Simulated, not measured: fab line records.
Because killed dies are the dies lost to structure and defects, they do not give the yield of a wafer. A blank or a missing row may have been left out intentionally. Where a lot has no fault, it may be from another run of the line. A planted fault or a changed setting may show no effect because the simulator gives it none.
A single fault, viewed from 2 desks :: flow gf180mcu :: every desk sees just its own numbers, and what lay behind them comes last

== THE METROLOGY DESK ==
What the gauges read, lot by lot, whatever tool the lot ran on: means of the sampled wafers that have a number. A lot is out of limits, marked OUT, if its mean lies more than 4 standard deviations from the usual mean; the brackets give that distance.
Columns: A = V4_W_RS at GF_V4_RS_MEAS_24, usual 0.329 ohm/sq
lot: L676
first seen here: day 24 18:37
A: 0.328

lot: L677
first seen here: day 25 12:25
A: 0.325

lot: L678
first seen here: day 25 17:31
A: 0.328

lot: L680
first seen here: day 26 04:05
A: 0.325

lot: L683
first seen here: day 27 08:55
A: 0.330

lot: L684
first seen here: day 27 14:52
A: 0.329

lot: L685
first seen here: day 27 21:16
A: 0.331

lot: L688
first seen here: day 28 16:56
A: 0.334

lot: L691
first seen here: day 29 13:23
A: 0.326

lot: L692
first seen here: day 29 19:38
A: 0.323

lot: L693
first seen here: day 30 02:41
A: 0.324

lot: L695
first seen here: day 30 12:49
A: 0.332

lot: L696
first seen here: day 30 22:14
A: 0.329

lot: L697
first seen here: day 31 02:39
A: 0.336

lot: L698
first seen here: day 31 10:55
A: 0.328
This desk's verdict: no lot among the 15 shows anything out of limits.

== TOOL OWNER'S DESK, pvdSputter-03 ==
The tool's own readings at GF_MIM_SPUTTER_04 (material TiN, target thk 50 nm, time 41.7 s): means of the sampled wafers that have a number, for each lot that ran on this tool. A lot is out of limits, marked OUT, if its mean lies more than 4 standard deviations from the usual mean; the brackets give that distance.
Columns: A = cathodeDcPowerW at GF_MIM_SPUTTER_04, usual 6500.2 W; B = chamberPressurePa at GF_MIM_SPUTTER_04, usual 0.3998 Pa; C = throttleValvePct at GF_MIM_SPUTTER_04, usual 30.4 %
lot: L684
first seen here: day 27 15:31
A: 6500.5
B: 0.4003
C: 30.8

lot: L685
first seen here: day 27 21:54
A: 6499.5
B: 0.3999
C: 30.1

lot: L695
first seen here: day 30 13:27
A: 6499.5
B: 0.3998
C: 31.0
This desk's verdict: no lot among the 3 shows anything out of limits.

== ALL TOGETHER ==
Nothing out of limits was seen by the metrology desk.
Nothing out of limits was seen by the tool owner's desk.

== WHAT THE SIMULATOR HAD INSERTED ==
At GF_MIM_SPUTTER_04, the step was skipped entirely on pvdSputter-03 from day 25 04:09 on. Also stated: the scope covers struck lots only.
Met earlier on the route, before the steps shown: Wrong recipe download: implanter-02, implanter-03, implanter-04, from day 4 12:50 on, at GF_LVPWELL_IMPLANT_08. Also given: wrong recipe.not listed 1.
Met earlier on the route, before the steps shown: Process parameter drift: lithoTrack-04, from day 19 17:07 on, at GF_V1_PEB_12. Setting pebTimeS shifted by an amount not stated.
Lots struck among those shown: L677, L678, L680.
